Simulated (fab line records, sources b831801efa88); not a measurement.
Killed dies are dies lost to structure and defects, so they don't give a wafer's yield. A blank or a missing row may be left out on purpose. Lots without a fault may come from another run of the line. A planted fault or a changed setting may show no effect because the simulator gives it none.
Which tool did it? | flow gf180mcu | 13 lots, 39 wafers sampled, at 5 steps of a route of 602

WHAT THE GAUGES READ, wafer by wafer
GF_VT_IMPLANT_TW_MEAS_43. Usual: VT_IMPLANT_4_TW 685, standard deviation 4.4.
lot  | measured     | on            | VT_IMPLANT_4_TW | flag
L411 | day 7 18:55  | film_metro-03 | 683 686 686     |
L412 | day 7 23:26  | film_metro-03 | 688 685 688     |
L413 | day 8 07:38  | film_metro-03 | 690 688 688     |
L414 | day 8 22:46  | film_metro-02 | 678 679 680     |
L418 | day 9 19:41  | film_metro-01 | 732 724 732     | OFF
L420 | day 10 07:59 | film_metro-03 | 688 687 687     |
L421 | day 10 16:16 | film_metro-01 | 729 725 728     | OFF
L423 | day 11 02:23 | film_metro-01 | 685 683 688     |
L424 | day 11 10:35 | film_metro-03 | 685 686 689     |
L426 | day 11 23:22 | film_metro-01 | 685 685 685     |
L430 | day 13 03:11 | film_metro-03 | 682 684 686     |
L431 | day 13 08:16 | film_metro-02 | 678 675 681     |
L432 | day 13 16:07 | film_metro-03 | 683 686 683     |

GF_DUAL_GATE_OVL_MEAS_11. Usual: DUAL_GATE_OVL -0.9 nm, standard deviation 1.6.
lot  | measured     | on         | DUAL_GATE_OVL (nm) | flag
L411 | day 8 18:17  | overlay-01 | -0.8 1.6 -0.7      |
L412 | day 8 18:34  | overlay-02 | -2.2 -2.0 -5.1     |
L413 | day 9 05:31  | overlay-01 | 2.6 -1.1 0.8       |
L414 | day 9 18:37  | overlay-02 | -1.7 -1.3 0.3      |
L418 | day 10 16:31 | overlay-02 | -2.1 -2.1 -2.9     |
L420 | day 11 04:43 | overlay-02 | -2.0 -2.2 1.6      |
L421 | day 11 13:29 | overlay-02 | 1.5 0.1 1.6        |
L423 | day 12 00:05 | overlay-01 | -4.2 -3.1 -3.3     |
L424 | day 12 08:11 | overlay-01 | -0.1 1.0 -1.9      |
L426 | day 12 21:04 | overlay-01 | -2.5 -1.9 -2.9     |
L430 | day 14 01:55 | overlay-01 | 0.3 0.1 0.5        |
L431 | day 14 09:10 | overlay-01 | -2.0 -2.4 0.6      |
L432 | day 14 15:28 | overlay-02 | -1.3 -3.7 -2.4     |

GF_POLY_GATE_OVL_MEAS_11. Usual: POLY_GATE_OVL 0 nm, standard deviation 5.8.
lot  | measured     | on         | POLY_GATE_OVL (nm) | flag
L411 | day 9 20:19  | overlay-02 | -11 8 5            |
L412 | day 9 20:38  | overlay-02 | -5 -3 -6           |
L413 | day 10 02:59 | overlay-02 | 12 3 9             |
L414 | day 10 15:46 | overlay-02 | 17 -4 3            |
L418 | day 11 15:02 | overlay-01 | -1 11 2            |
L420 | day 12 03:01 | overlay-02 | -1 -7 -6           |
L421 | day 12 11:45 | overlay-01 | -3 3 -2            |
L423 | day 12 23:12 | overlay-02 | -6 -5 -5           |
L424 | day 13 08:27 | overlay-02 | -5 -1 10           |
L426 | day 13 22:11 | overlay-01 | -7 3 4             |
L430 | day 15 02:53 | overlay-02 | 2 1 8              |
L431 | day 15 09:50 | overlay-02 | 0 -2 -2            |
L432 | day 15 15:50 | overlay-02 | 2 5 5              |

WHICH TOOL RAN EACH LOT (tool, then ch and the chambers of the sampled wafers, then the start)
lot  | GF_NWELL_STRIP_10                   | GF_VT_IMPLANT_IMPLANT_41
L411 | plasma_asher-02 ch 0,1, day 3 11:53 | implanter-04 ch 0, day 7 18:41
L412 | plasma_asher-04 ch 0,1, day 3 16:28 | implanter-02 ch 0, day 7 23:11
L413 | plasma_asher-04 ch 0,1, day 3 23:52 | implanter-02 ch 0, day 8 07:23
L414 | plasma_asher-04 ch 0,1, day 4 13:05 | implanter-04 ch 0, day 8 22:31
L418 | plasma_asher-02 ch 0,1, day 5 04:45 | implanter-04 ch 0, day 9 19:26
L420 | plasma_asher-02 ch 0,1, day 5 15:49 | implanter-03 ch 0, day 10 07:44
L421 | plasma_asher-04 ch 0,1, day 5 21:53 | implanter-04 ch 0, day 10 16:02
L423 | plasma_asher-03 ch 0,1, day 6 05:59 | implanter-03 ch 0, day 11 02:10
L424 | plasma_asher-02 ch 0,1, day 6 12:32 | implanter-03 ch 0, day 11 10:22
L426 | plasma_asher-03 ch 0,1, day 6 22:53 | implanter-03 ch 0, day 11 23:07
L430 | plasma_asher-02 ch 0,1, day 7 21:28 | implanter-04 ch 0, day 13 02:56
L431 | plasma_asher-04 ch 0,1, day 8 03:10 | implanter-04 ch 0, day 13 08:01
L432 | plasma_asher-02 ch 0,1, day 8 06:41 | implanter-03 ch 0, day 13 15:52
- GF_NWELL_STRIP_10: strips in O2/N2.
- GF_VT_IMPLANT_IMPLANT_41

WHAT THE TOOLS THEMSELVES READ (means of the sampled wafers that have a number; where no wafer has one, the mark that the record gives instead)
GF_NWELL_STRIP_10. Usual: drypump_motor_current_A 5.82 A, standard deviation 0.26; heater_power_w 331 W, standard deviation 36; oes_product_au 0.722 a.u., standard deviation 0.0046; strip_time_to_endpoint_s 36.91 s, standard deviation 0.094.
lot  | tool            | drypump_motor_current_A (A) | heater_power_w (W) | oes_product_au (a.u.) | strip_time_to_endpoint_s (s) | flag
L411 | plasma_asher-02 | 5.76                        | 338                | 0.722                 | 36.84                        |
L412 | plasma_asher-04 | 5.92                        | 368                | 0.723                 | 36.89                        |
L413 | plasma_asher-04 | 5.91                        | 361                | 0.720                 | 36.95                        |
L414 | plasma_asher-04 | 5.91                        | 364                | 0.721                 | 36.74                        |
L418 | plasma_asher-02 | 5.75                        | 331                | 0.721                 | 37.03                        |
L420 | plasma_asher-02 | 5.79                        | 340                | 0.728                 | 36.92                        |
L421 | plasma_asher-04 | 5.90                        | 346                | 0.722                 | 37.00                        |
L423 | plasma_asher-03 | 5.58                        | 277                | 0.721                 | 37.00                        |
L424 | plasma_asher-02 | 5.77                        | 345                | 0.719                 | 36.98                        |
L426 | plasma_asher-03 | 5.57                        | 285                | 0.728                 | 36.86                        |
L430 | plasma_asher-02 | 5.75                        | 332                | 0.727                 | 36.84                        |
L431 | plasma_asher-04 | 5.93                        | 344                | 0.721                 | 36.89                        |
L432 | plasma_asher-02 | 5.78                        | 343                | 0.725                 | 37.03                        |

GF_VT_IMPLANT_IMPLANT_41. Usual: beam_energy_keV 70.002, standard deviation 0.019; tilt_deg 6.997 degrees, standard deviation 0.022.
lot  | tool         | beam_energy_keV | tilt_deg (degrees) | flag
L411 | implanter-04 | 70.003          | 7.016              |
L412 | implanter-02 | 70.007          | 6.999              |
L413 | implanter-02 | 69.978          | 6.989              |
L414 | implanter-04 | 69.981          | 6.989              |
L418 | implanter-04 | 84.811          | 6.982              | OFF
L420 | implanter-03 | 69.998          | 7.014              |
L421 | implanter-04 | 84.792          | 7.006              | OFF
L423 | implanter-03 | 69.983          | 7.009              |
L424 | implanter-03 | 70.014          | 7.012              |
L426 | implanter-03 | 70.014          | 6.982              |
L430 | implanter-04 | 70.001          | 7.029              |
L431 | implanter-04 | 70.000          | 6.978              |
L432 | implanter-03 | 69.982          | 6.991              |

THE ANSWER, worked out from the rows above alone
Rule: a lot is off if the mean of its wafers that have a number lies more than 3 standard deviations from the usual mean. A lot without any number at a reading at which 4 lots or more have one is off too. The other lots that the step has rows for count as sound. The gauges are gone through in route order, then the tools' own readings, and for those a lot's mean is taken as printed above. The first step at which some lot is off is used, and at that step the reading that is off furthest; a lot without a number counts as furthest.
Off: L418, L421, at GF_VT_IMPLANT_TW_MEAS_43 (VT_IMPLANT_4_TW).
A tool fits if, at a process step before that reading, it ran every lot that is off, and no sound lot after the first of them. The gauges at GF_VT_IMPLANT_TW_MEAS_43 aren't tried: what is off there is off at GF_VT_IMPLANT_IMPLANT_41 too, on other tools, and a gauge's error can't cause that. None of those tried fits.

WHAT THE SIMULATOR HAD PUT IN
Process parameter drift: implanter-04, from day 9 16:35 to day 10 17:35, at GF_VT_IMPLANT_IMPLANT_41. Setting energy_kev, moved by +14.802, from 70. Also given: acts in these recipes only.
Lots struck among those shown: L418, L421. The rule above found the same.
